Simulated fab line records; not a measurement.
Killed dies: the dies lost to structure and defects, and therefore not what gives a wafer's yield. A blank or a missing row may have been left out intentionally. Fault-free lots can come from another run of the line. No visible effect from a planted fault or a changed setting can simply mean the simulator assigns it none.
Code-filled problem report in 8D (eight disciplines) form    flow sky130    the parts of the form that need people (team, actions taken, sign-off) are left out

== 1. THE PROBLEM ==
At SKY_FIELD_ISO_ETCH_17, oesProductAu averages 0.859 a.u. over 6 wafers from 3 lots, while fault-free wafers read 1.001 a.u., standard deviation 0.015. That is -9.5 standard deviations from the usual mean.
The step: etches Si in HBr/Cl2/O2, target depth 342 nm, time 97.7 s.
Earliest sighting: wafer L565.2 on rieSi-02 at day 4 03:11. At this step, 38 wafers from 13 lots have a number in the record. By rule, "out" or "out of limits" means more than 4 standard deviations away from the usual mean. The other wafers with a number count as sound.

== 2. WHAT IT IS, AND WHAT IT ISN'T ==
question                     is                                              is not
which readings at this step  oesProductAu, throttleValvePct                  drypumpMotorCurrentA
which lots                   L565, L570, L571                                L556, L557, L558, L559, L560, L561, L572, L575, L577, L578
which wafers of those lots   L565.2, L565.5, L570.2, L570.5, L571.2, L571.5  L570.3, L571.3
read on which tools          rieSi-02                                        rieSi-01
when                         from day 4 03:11                                up to then (18 sound wafers); but 14 sound wafers of L570, L571, L572, L575, L577, L578 came after

== 3. THE SUSPECTS, EACH WITH WHAT RULES IT OUT ==
Counting: a tool at a process step up to the reading stays a suspect if it ran every lot that is out. Sound lots after the first of them don't rule it out here, since some wafers of a struck lot are sound.
- rieDiel-01 at SKY_FIELD_ISO_ETCH_14 (etches BARC in N2/H2, stops on SiO2, time 45.9 s, target depth 60 nm): kept. It ran every lot that is out, first L565 (day 4 02:59); its last sound lot up to then is L561 (day 3 06:11).
- rieSi-02 at SKY_FIELD_ISO_ETCH_17 (etches Si in HBr/Cl2/O2, target depth 342 nm, time 97.7 s): kept. It ran every lot that is out, first L565 (day 4 03:11); its last sound lot up to then is L560 (day 3 02:23). Its own oesProductAu, throttleValvePct readings are out on those wafers.
- Within rieDiel-01 at SKY_FIELD_ISO_ETCH_14: the wafers that are out ran in chambers 0, 1; their sound lot-mates ran in chamber 3.
What counting leaves: rieDiel-01 at SKY_FIELD_ISO_ETCH_14 and rieSi-02 at SKY_FIELD_ISO_ETCH_17.

== 4. THE CAUSE (what the simulator had put in) ==
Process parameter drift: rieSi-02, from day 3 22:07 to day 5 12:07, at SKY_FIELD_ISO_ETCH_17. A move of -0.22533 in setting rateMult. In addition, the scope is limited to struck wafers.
2 suspects survive the count, and this tool is in that group.

== 5. THE EFFECT CHAIN, in route order ==
Each row: a reading whose mean over the struck wafers that have a number lies more than 3 standard deviations from the usual. Scope: only readings with a usual standard deviation given in the record; hours: median across lots of the time from each lot's start at the first step in this table that gives one to its start at this step; sigmas: change in usual standard deviations.
hours  step                   reading           usual       on struck wafers  change  sigmas
0      SKY_FIELD_ISO_ETCH_17  oesProductAu      1.001 a.u.  0.859             -0.142  -9.5
0      SKY_FIELD_ISO_ETCH_17  throttleValvePct  25.656 %    25.752            +0.096  +7.4
Here are the process steps it includes:
- SKY_FIELD_ISO_ETCH_17: etches Si in HBr/Cl2/O2, target depth 342 nm, time 97.7 s.
At these later measuring or inspecting steps, every struck wafer for which the step has a row has a number for every such reading, and none has moved that far: SKY_NWELL_TW_MEAS_15.

== 6. HOW IT WOULD HAVE BEEN CAUGHT EARLIER ==
First out-of-limits reading in this record: day 4 03:11, which is 5 hours after fault onset at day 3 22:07.
